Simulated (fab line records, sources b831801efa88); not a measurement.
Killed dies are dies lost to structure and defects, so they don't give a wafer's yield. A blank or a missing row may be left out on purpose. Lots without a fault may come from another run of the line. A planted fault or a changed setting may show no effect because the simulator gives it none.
Chamber matching | flow sky130 | SKY_CONTACT_CMP_04 on cmp-02: 4 sister chambers
The step polishes SiO2. 8 wafers are shown with their chamber, then 7 later ones without.

WAFERS WITH THEIR CHAMBER
wafer  | chamber | motor_current_A (A) | time_to_endpoint_s (s)
L648.6 | 2       | 11.5                | 85
L650.3 | 2       | 11.9                | 83
L651.1 | 0       | 11.2                | 81
L652.2 | 1       | 13.0                | 75
L652.3 | 0       | 10.6                | 83
L652.4 | 3       | 12.9                | 73
L662.2 | 3       | 13.0                | 79
L662.3 | 1       | 13.1                | 82

WAFERS WITHOUT THEIR CHAMBER
wafer  | motor_current_A (A) | time_to_endpoint_s (s)
L662.6 | 12.7                | 78
L666.3 | 12.2                | 88
L666.4 | 11.8                | 83
L666.6 | 13.8                | 85
L668.2 | 11.8                | 76
L668.3 | 11.7                | 76
L668.5 | 10.8                | 84

WHICH CHAMBER EACH WENT THROUGH
wafer  | from the rows above     | in truth
L662.6 | can't be placed: 3 or 1 | 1
L666.3 | 2                       | 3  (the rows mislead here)
L666.4 | 2                       | 2
L666.6 | can't be placed: 1 or 3 | 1
L668.2 | can't be placed: 2 or 0 | 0
L668.3 | can't be placed: 2 or 0 | 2
L668.5 | 0                       | 0
Placed correctly: 2 of 7. Can't be placed from these rows: 4 (the true chamber is among the candidates in 4). Placed wrongly: 1.
How it was worked out, from the rows above alone: a wafer's distance from a chamber is the root of the sum, over the readings, of the square of ((its reading less the chamber's mean) divided by the reading's scatter). The wafer belongs to the nearest chamber; if the next one is less than 2 further off, it can't be placed. A chamber's mean is the mean of its shown wafers. The scatter: the root of (the sum of the squares of (reading less its chamber's mean) over the shown wafers, divided by (wafers less chambers)).
